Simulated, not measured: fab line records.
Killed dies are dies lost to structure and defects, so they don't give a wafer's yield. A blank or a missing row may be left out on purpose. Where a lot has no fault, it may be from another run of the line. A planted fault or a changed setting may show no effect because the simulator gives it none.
Which tool is to blame? ; flow sky130 ; 39 wafers from 13 lots sampled at 5 of the route's 708 steps

== WHAT THE GAUGES READ, wafer by wafer ==
SKY_PWDE_TW_MEAS_10.
lot;measured;on;PWDE_TW
L758;day 4 20:59;film_metro-02;377 376 374
L761;day 4 22:59;film_metro-01;377 376 378
L763;day 5 08:55;film_metro-02;374 376 373
L764;day 5 09:31;film_metro-03;373 373 373
L765;day 5 12:55;film_metro-03;372 376 374
L766;day 5 19:09;film_metro-02;374 376 374
L774;day 7 14:17;film_metro-03;374 372 372
L775;day 7 21:02;film_metro-03;371 369 368
L776;day 8 05:17;film_metro-02;384 383 384
L777;day 8 12:08;film_metro-02;382 380 381
L778;day 8 17:27;film_metro-01;382 380 381
L780;day 9 03:38;film_metro-01;378 379 379
L781;day 9 06:26;film_metro-03;373 373 372

SKY_VT_ADJUST_HVTP_OVL_MEAS_08.
lot;measured;on;VT_ADJUST_HVTP_OVL (nm)
L758;day 7 06:16;overlay-01;-0.6 -1.9 -1.6
L761;day 7 09:22;overlay-01;-1.5 -1.3 -2.6
L763;day 7 19:35;overlay-01;1.7 1.9 2.2
L764;day 7 20:10;overlay-01;0.4 -1.1 -1.7
L765;day 8 01:11;overlay-02;1.0 0.3 0.9
L766;day 8 07:38;overlay-02;2.2 1.6 1.5
L774;day 10 07:13;overlay-02;-0.4 2.6 0.6
L775;day 10 14:53;overlay-02;0.3 1.4 1.0
L776;day 11 00:40;overlay-01;-0.9 -0.5 -0.6
L777;day 11 08:37;overlay-02;1.6 0.5 0.7
L778;day 11 13:49;overlay-01;3.8 2.4 1.2
L780;day 12 02:07;overlay-02;1.3 0.9 0.9
L781;day 12 05:56;overlay-01;2.1 0.8 2.4

SKY_SONOS_ONO_THK_MEAS_03.
lot;measured;on;SONOS_ONO_CVD_02_THK (nm)
L758;day 13 05:47;film_metro-04;10.36 10.49 10.53
L761;day 13 09:59;film_metro-04;10.74 10.69 10.69
L763;day 13 22:19;film_metro-01;10.50 10.51 10.51
L764;day 13 22:19;film_metro-03;10.24 10.29 10.48
L765;day 14 02:34;film_metro-01;10.49 10.62 10.58
L766;day 14 14:11;film_metro-03;8.05 8.18 8.11
L774;day 17 08:50;film_metro-01;10.43 10.53 10.66
L775;day 17 16:56;film_metro-04;10.58 10.59 10.48
L776;day 18 01:54;film_metro-03;10.68 10.55 10.55
L777;day 18 10:00;film_metro-01;10.42 10.54 10.48
L778;day 18 22:36;film_metro-04;10.34 10.40 10.38
L780;day 19 09:22;film_metro-01;10.10 9.98 10.07
L781;day 19 12:59;film_metro-01;10.53 10.60 10.57

SKY_SONOS_ONO_THK_MEAS_05.
lot;measured;on;SONOS_ONO_CVD_04_THK (nm)
L758;day 13 07:07;film_metro-01;5.87 5.89 5.84
L761;day 13 11:18;film_metro-04;5.57 5.62 5.64
L763;day 14 00:16;film_metro-03;5.82 5.86 5.90
L764;day 14 00:15;film_metro-01;5.78 5.77 5.85
L765;day 14 03:52;film_metro-04;5.73 5.81 5.75
L766;day 14 15:29;film_metro-03;5.69 5.64 5.69
L774;day 17 10:08;film_metro-01;5.66 5.65 5.62
L775;day 17 18:14;film_metro-01;5.62 5.48 5.65
L776;day 18 03:13;film_metro-04;5.72 5.76 5.70
L777;day 18 11:19;film_metro-04;5.64 5.66 5.79
L778;day 18 23:55;film_metro-04;5.52 5.51 5.46
L780;day 19 10:41;film_metro-04;5.68 5.76 5.75
L781;day 19 14:18;film_metro-03;5.58 5.71 5.62

== TOOL THAT RAN EACH LOT (tool first, then ch and the chambers of the sampled wafers, then the start) ==
lot;SKY_SONOS_ONO_CVD_02
L758;lpcvd-02 ch 1, day 13 04:44
L761;lpcvd-02 ch 0, day 13 08:56
L763;lpcvd-02 ch 0, day 13 21:14
L764;lpcvd-02 ch 0, day 13 21:14
L765;lpcvd-02 ch 1, day 14 01:29
L766;lpcvd-02 ch 1, day 14 12:35
L774;lpcvd-02 ch 0, day 17 07:16
L775;lpcvd-02 ch 1, day 17 15:22
L776;lpcvd-02 ch 0, day 18 00:20
L777;lpcvd-02 ch 1, day 18 08:26
L778;lpcvd-02 ch 1, day 18 21:01
L780;lpcvd-02 ch 1, day 19 07:48
L781;lpcvd-02 ch 1, day 19 11:25
- SKY_SONOS_ONO_CVD_02: deposits Si3N4 from DCS/NH3, target thk 10.5 nm, time 180 s.

== AS READ BY THE TOOLS THEMSELVES (means over the sampled wafers that have a number; for cases with no such wafer, the mark the record gives instead) ==
SKY_SONOS_ONO_CVD_02.
lot;tool;zone_power_top_pct (%)
L758;lpcvd-02;23.8
L761;lpcvd-02;25.3
L763;lpcvd-02;25.3
L764;lpcvd-02;25.4
L765;lpcvd-02;24.2
L766;lpcvd-02;24.2
L774;lpcvd-02;25.4
L775;lpcvd-02;24.4
L776;lpcvd-02;25.5
L777;lpcvd-02;24.1
L778;lpcvd-02;24.0
L780;lpcvd-02;24.2
L781;lpcvd-02;24.4

== THE ANSWER, worked out from the rows above alone ==
Rule: usual is defined by the lots themselves. The widest of any qualifying gaps counts: lots, ordered by their means at a reading, are off when they make up no more than a third of the lots, leave a main group of 4 or more, and stand apart from it by 3 or more times the standard deviation of that group's means. The tables above print the reading to a certain number of digits; a main group whose means all agree to those digits is not used. A lot without any number at a reading at which 4 lots or more have one is off too. The other lots that the step has rows for count as sound. Order of review: gauges by route order, followed by the tools' own readings, for which a lot's mean as printed above is used. The first step at which some lot is off is used, and at that step the reading that is off furthest; a lot without a number counts as furthest.
Off: at SKY_SONOS_ONO_THK_MEAS_03 (SONOS_ONO_CVD_02_THK), L766. The main group: mean 10.48 nm, standard deviation 0.16.
If a tool, at a process step before that reading, ran all the lots that are off and no sound lot after the first of them, it fits. Gauges at SKY_SONOS_ONO_THK_MEAS_03: tried the same way as those tools. Of those tried, none fits.

== WHAT WAS PUT IN BY THE SIMULATOR ==
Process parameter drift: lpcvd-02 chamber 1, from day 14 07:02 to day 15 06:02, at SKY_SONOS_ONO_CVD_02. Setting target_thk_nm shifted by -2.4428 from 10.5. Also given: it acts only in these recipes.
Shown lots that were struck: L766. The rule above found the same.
